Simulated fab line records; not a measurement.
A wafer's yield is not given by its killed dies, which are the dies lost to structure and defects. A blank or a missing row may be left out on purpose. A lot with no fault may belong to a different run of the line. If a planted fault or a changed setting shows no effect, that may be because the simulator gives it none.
Problem report, 8D (eight disciplines) form, completed by code :: flow sky130 :: the parts of the form that need people (team, actions taken, sign-off) are left out

== 1. WHAT IS WRONG ==
Mean LDD_N_TW at SKY_LDD_N_TW_MEAS_17: 3018 over 6 wafers in 2 lots; fault-free wafers: 2594, standard deviation 15. Relative to the usual mean, that is a shift of +28 standard deviations.
The first sign was on wafer L774.1 at day 21 14:48, on film_metro-01. Wafers with a number at this step in the record: 30, from 10 lots. The rule behind "out" and "out of limits": a value lying over 4 standard deviations away from the usual mean. Any other wafer with a number is counted as sound.

== 2. WHAT THIS IS AND IS NOT ==
question: which readings at this step
is: LDD_N_TW
is not: -

question: which lots
is: L774, L775
is not: L767, L768, L770, L776, L782, L785, L786, L787

question: which wafers of those lots
is: all that have a number
is not: -

question: read on which gauges
is: film_metro-01, film_metro-04
is not: film_metro-02

question: when
is: from day 21 14:48
is not: up to then (9 sound wafers); but 15 sound wafers of L776, L782, L785, L786, L787 came after

== 3. WHAT RULES OUT EACH SUSPECT ==
Counting: a tool at any process step up to the reading remains a suspect when it ran all the lots that are out and ran no sound lot after the first of those.
- the gauge at SKY_LDD_N_TW_MEAS_17: ruled out. 2 gauges (film_metro-01, film_metro-04) read the wafers that are out.
- implanter-01 at SKY_LDD_N_IMPLANT_08: ruled out as a lasting fault. Following L774 (day 21 13:30), the first lot on it that is out, the sound lots L785, L787 were run on it.
Left after counting: nothing in the record.

== 4. THE CAUSE (what the simulator had put in) ==
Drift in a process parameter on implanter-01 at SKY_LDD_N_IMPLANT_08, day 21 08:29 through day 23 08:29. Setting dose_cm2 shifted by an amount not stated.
The count ruled it out by mistake, since the rule takes a fault to strike every lot its tool runs from the start of the fault on, and this one did not do so.

== 5. SEQUENCE OF EFFECTS, ordered by route ==
Rows list readings where the struck wafers' mean (over those with a number) sits beyond 3 standard deviations from the usual. Readings are gone through only where the record gives a usual standard deviation; hours: the median, over the lots, of the time from a lot's start at the first step in this table giving one to that lot's start at this step; sigmas: the change measured in usual standard deviations.
hours: 0
step: SKY_LDD_N_IMPLANT_08
reading: beam_on_s
usual: 10.03 s
on struck wafers: 79.98
change: +69.95
sigmas: +99 or more

hours: 0
step: SKY_LDD_N_IMPLANT_08
reading: dose_ions_cm2
usual: 7.502e+13
on struck wafers: 7.023e+14
change: +6.273e+14
sigmas: +99 or more

hours: 0
step: SKY_LDD_N_IMPLANT_08
reading: faraday_current_uA
usual: 421
on struck wafers: 495
change: +74
sigmas: +9.0

hours: 1
step: SKY_LDD_N_STRIP_16
reading: strip_time_to_endpoint_s
usual: 4.322 s
on struck wafers: 5.665
change: +1.343
sigmas: +79

hours: 1
step: SKY_LDD_N_TW_MEAS_17
reading: LDD_N_TW
usual: 2594
on struck wafers: 3018
change: +424
sigmas: +28
Its process steps:
- SKY_LDD_N_IMPLANT_08
- SKY_LDD_N_STRIP_16: strips in O2/N2.

== 6. WHAT WOULD HAVE CAUGHT IT SOONER ==
In this record the first reading out of limits at a measuring or inspecting step was taken at day 21 14:48, 6 hours after the fault began at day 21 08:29.
The tool's own readings at SKY_LDD_N_IMPLANT_08 were out on every struck wafer that the step has a row for (beam_on_s, dose_ions_cm2, faraday_current_uA): an alarm limit on them would have fired on the first of those.
